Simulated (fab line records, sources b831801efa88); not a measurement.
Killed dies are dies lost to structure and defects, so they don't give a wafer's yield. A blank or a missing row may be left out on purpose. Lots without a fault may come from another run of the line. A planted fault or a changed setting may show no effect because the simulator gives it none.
A struck lot beside a sound one | flow gf180mcu | 17 steps out of a route of 602
Sound: wafers L473.1, L473.5, L473.6. Struck: wafers L466.1, L466.3, L466.4. The cause comes at the end.
At each step with rows: each side's tool, then ch and its chambers, then its first start. Under that, the readings that differ: sound wafers | struck wafers | difference of the means | sigmas: that difference in standard deviations of wafers without a fault.
alike: readings whose means differ by less than 2 such deviations, and words and numbers that are the same on both sides. not compared: withheld readings, readings that some wafer has no value for, bounds like >300 that may hide the same value, and numbers for which the record gives no deviation and whose values overlap.
The two part at a step that has a row with sigmas, a row that says differs or no value, or rows on one side only. Numbers that don't overlap but have no deviation are shown without sigmas and don't part them. A reading that every wafer of one side lacks parts them only if that side has two wafers or more.

first, 6 steps without rows for these wafers: GF_M1_HMDS_08 (prime time 60 s); GF_M1_COAT_09 (resist thk 1000 nm); GF_M1_SOFTBAKE_10 (time 60 s); GF_M1_EXPOSE_11 (exposes mask Metal1, target cd 230 nm); GF_M1_PEB_12 (peb time 90 s); GF_M1_DEVELOP_13 (develop time 60 s).
GF_M1_CD_MEAS_14: target cd 230 nm.
  sound on cd_sem-01, day 22 18:41; struck on cd_sem-01, day 20 01:26
  reading    | sound             | struck            | difference | sigmas
  cd_nm (nm) | 231.8 232.3 231.5 | 228.3 229.2 229.1 | -3.0       | -2
GF_M1_OVL_MEAS_15:
  sound on overlay-02, day 22 18:49; struck on overlay-01, day 20 01:34
  alike: M1_OVL
GF_M1_METAL_ETCH_16: etches the open film in Cl2/BCl3, stops on SiO2, target depth 627.5 nm, time 104.6 s.
  sound on rie_metal-01 ch 0,1, day 22 18:51; struck on rie_metal-01 ch 0,1, day 20 01:36
  alike: drypump_motor_current_A, oes_product_au, throttle_valve_pct
  not compared: rf_hours_counter_h
GF_M1_STRIP_17: strips in O2/N2.
  sound on plasma_asher-04 ch 0,1, day 22 18:58; struck on plasma_asher-02 ch 0,1, day 20 01:43
  alike: drypump_motor_current_A, heater_power_w, n2_flow_sccm, oes_product_au, strip_time_to_endpoint_s
  not compared: rf_hours_counter_h
then, 2 steps without rows for these wafers: GF_M1_STRIP_18 (strips in post etch residue remover, time 1200 s); GF_M1_CLEAN_19 (cleans in DIW).
GF_V1_CVD_00: deposits SiO2, target thk 600 nm, time 100 s.
  sound on hdpcvd-02 ch 0,1,2, day 22 19:31; struck on hdpcvd-01 ch 0,1,2, day 20 02:35
  no value came back on the struck wafers for pressure_mtorr (mTorr), run_length_s (s); on the sound wafers pressure_mtorr (mTorr) reads 5.998 6.019 5.993
GF_V1_CVD_02: deposits SiO2 from TEOS, target thk 850 nm, time 94.851 s.
  sound on pecvd-03 ch 0,1,2, day 22 19:40; struck on pecvd-01 ch 0,1, day 20 02:43
  alike: heater_power_outer_w, heater_power_w
GF_V1_CMP_04: polishes SiO2.
  sound on cmp-02 ch 1,2, day 22 19:47; struck on cmp-02 ch 0,2,3, day 20 02:51
  alike: motor_current_A, slurry_flow_ml_min
GF_V1_BOW_MEAS_05:
  sound on film_metro-04, day 22 20:05; struck on film_metro-02, day 20 03:09
  reading     | sound    | struck   | difference | sigmas
  V1_BOW (um) | 87 79 86 | 52 56 48 | -32        | -4
then, 1 step without rows for these wafers: GF_V1_DEHYDRATE_06 (time 60 s).

WHERE THEY PART
First at GF_M1_CD_MEAS_14; last, within this record, at GF_V1_BOW_MEAS_05.

WHY: what the simulator had put in
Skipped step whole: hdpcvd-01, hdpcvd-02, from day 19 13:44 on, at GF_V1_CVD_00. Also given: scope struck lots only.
